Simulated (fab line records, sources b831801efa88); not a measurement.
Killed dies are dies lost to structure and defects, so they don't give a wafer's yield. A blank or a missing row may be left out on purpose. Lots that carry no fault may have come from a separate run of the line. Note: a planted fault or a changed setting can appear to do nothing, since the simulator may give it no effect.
Struck lot and sound lot, side by side -- flow sky130 -- 15 out of 708 route steps
Sound: wafers L698.1, L698.4, L698.5. Struck: wafers L711.2, L711.3, L711.5. The cause is given at the end.
For every step that has rows: the tool of each side, followed by ch and its chambers, followed by its first start. Under that, the readings that differ: sound wafers -- struck wafers -- difference of the means -- sigmas: that difference in standard deviations of wafers without a fault.
alike: a reading whose means differ by less than 2 such deviations, as well as words and numbers matching on both sides. not compared: withheld readings; readings where some wafer has no value; bounds like >300 that might hide an equal value; numbers whose values overlap and for which the record gives no deviation.
Wherever a step has rows on one side only, a row that says differs or no value, or a row with sigmas, the two part there. Numbers that don't overlap but have no deviation are shown without sigmas and don't part them. A reading that every wafer of one side lacks parts them only if that side has two wafers or more.

first, 2 steps without rows for these wafers: SKY_PASSIVATION_PEB_09; SKY_PASSIVATION_DEVELOP_10 (develop time 60 s).
SKY_PASSIVATION_ETCH_11: etches the open film in CF4/O2, stops on AlCu, target depth 725 nm, time 161.1 s.
  sound on rie_diel-04 ch 1,3, day 44 19:55; struck on rie_diel-04 ch 0,1,2, day 48 09:01
  alike: drypump_motor_current_A, oes_product_au, throttle_valve_pct
  not compared: rf_hours_counter_h
SKY_PASSIVATION_STRIP_12: strips in O2/N2.
  sound on plasma_asher-04 ch 1, day 44 20:02; struck on plasma_asher-04 ch 1, day 48 09:07
  alike: chamber_pressure_mTorr, drypump_motor_current_A, oes_product_au, strip_time_to_endpoint_s
  not compared: rf_hours_counter_h
then, 7 steps without rows for these wafers: SKY_PAD_OPEN_DEHYDRATE_00 (time 60 s); SKY_PAD_OPEN_HMDS_01 (prime time 60 s); SKY_PAD_OPEN_COAT_02 (resist thk 3000 nm); SKY_PAD_OPEN_SOFTBAKE_03; SKY_PAD_OPEN_EXPOSE_04 (exposes mask PDM, target cd 60000 nm); SKY_PAD_OPEN_PEB_05; SKY_PAD_OPEN_DEVELOP_06 (develop time 60 s).
SKY_PAD_OPEN_ETCH_07: etches the open film in CF4/O2, stops on AlCu, target depth 725 nm, time 161.1 s.
  sound on rie_diel-01 ch 2,3, day 45 17:25; struck on rie_diel-01 ch 2,3, day 49 03:01
  alike: drypump_motor_current_A, oes_product_au, throttle_valve_pct
  not compared: rf_hours_counter_h
SKY_PAD_OPEN_STRIP_08: strips in O2/N2.
  sound on plasma_asher-01 ch 0,1, day 45 17:31; struck on plasma_asher-03 ch 0,1, day 49 03:07
  no value came back on the struck wafers for chamber_pressure_mTorr (mTorr), drypump_motor_current_A (A), oes_product_au (a.u.), strip_time_to_endpoint_s (s); on the sound wafers chamber_pressure_mTorr (mTorr) reads 1499.1 1500.1 1499.0
reading,sound,struck,difference,sigmas
model.coat_of_PAD_OPEN_COAT_02.thk_nm (nm),0 0 0,2980 2980 2991,+2984,
  not compared: rf_hours_counter_h
then, 1 step without rows for these wafers: SKY_PAD_OPEN_STRIP_09 (strips in post etch residue remover, time 1244 s).
SKY_PAD_OPEN_PROBE_99:
  struck on prober-02, day 49 05:23; sound on prober-02, day 45 19:49
  alike: defect_limited_yield, killed_at_M0_to_M3, killed_at_M4_up, killed_at_contacts, killed_at_front_end, killed_at_other, killed_dies, killed_open, killed_short, sort_bin_3_pad_short, sort_bin_5_function, sort_bin_6_memory, sort_n_pass, sort_yield_pct

## WHERE THEY PART
Within this record, at SKY_PAD_OPEN_STRIP_08 only. Later steps at which nothing parts them and some readings are alike: SKY_PAD_OPEN_PROBE_99.

WHY: the cause the simulator had injected
Skipped step whole: plasma_asher-03, from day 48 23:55 on, at SKY_PAD_OPEN_STRIP_08. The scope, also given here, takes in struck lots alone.
